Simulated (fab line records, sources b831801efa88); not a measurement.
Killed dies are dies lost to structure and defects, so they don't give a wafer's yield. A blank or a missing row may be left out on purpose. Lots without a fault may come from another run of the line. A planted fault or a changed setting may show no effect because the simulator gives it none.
Which tool did it? | flow sky130 | 6 lots, 18 wafers sampled, at 2 steps of a route of 708

WHAT THE GAUGES READ, wafer by wafer
SKY_VIA2_THK_MEAS_01.
lot  | measured     | on            | VIA2_HDPCVD_THK (nm)
L121 | day 35 16:23 | film_metro-04 | 1192 1201 1177
L123 | day 36 09:04 | film_metro-02 | 1183 1182 1182
L125 | day 37 08:23 | film_metro-02 | 1186 1189 1196
L128 | day 38 16:57 | film_metro-04 | 1177 1169 1164
L131 | day 39 00:50 | film_metro-01 | 1185 1170 1196
L142 | day 42 03:59 | film_metro-04 | 1186 1161 1182

WHICH TOOL RAN EACH LOT (tool, then ch and the chambers of the sampled wafers, then the start)
lot  | SKY_VIA2_HDPCVD_00
L121 | hdpcvd-01 ch 0,1,2, day 35 16:15
L123 | hdpcvd-01 ch 0,2, day 36 08:56
L125 | hdpcvd-01 ch 0,1,2, day 37 08:16
L128 | hdpcvd-01 ch 1,2, day 38 16:49
L131 | hdpcvd-01 ch 0,1,2, day 39 00:42
L142 | hdpcvd-02 ch 0,1,2, day 42 03:51
- SKY_VIA2_HDPCVD_00: deposits SiO2, target thk 1180 nm, time 196.7 s.

THE ANSWER, worked out from the rows above alone
Rule: what is usual is taken from the lots themselves. Put in order of their means at a reading, lots are off if they are a third of the lots or fewer, leave a main group of 4 or more, and stand apart from it by a gap of 3 or more times the standard deviation of the main group's means; of several such gaps the widest counts. A main group whose means are all the same, to the digits that the tables above print for the reading, isn't used. A lot without any number at a reading at which 4 lots or more have one is off too. The other lots that the step has rows for count as sound.
No lot is off at any reading shown: from this, nothing can be told.

WHAT THE SIMULATOR HAD PUT IN
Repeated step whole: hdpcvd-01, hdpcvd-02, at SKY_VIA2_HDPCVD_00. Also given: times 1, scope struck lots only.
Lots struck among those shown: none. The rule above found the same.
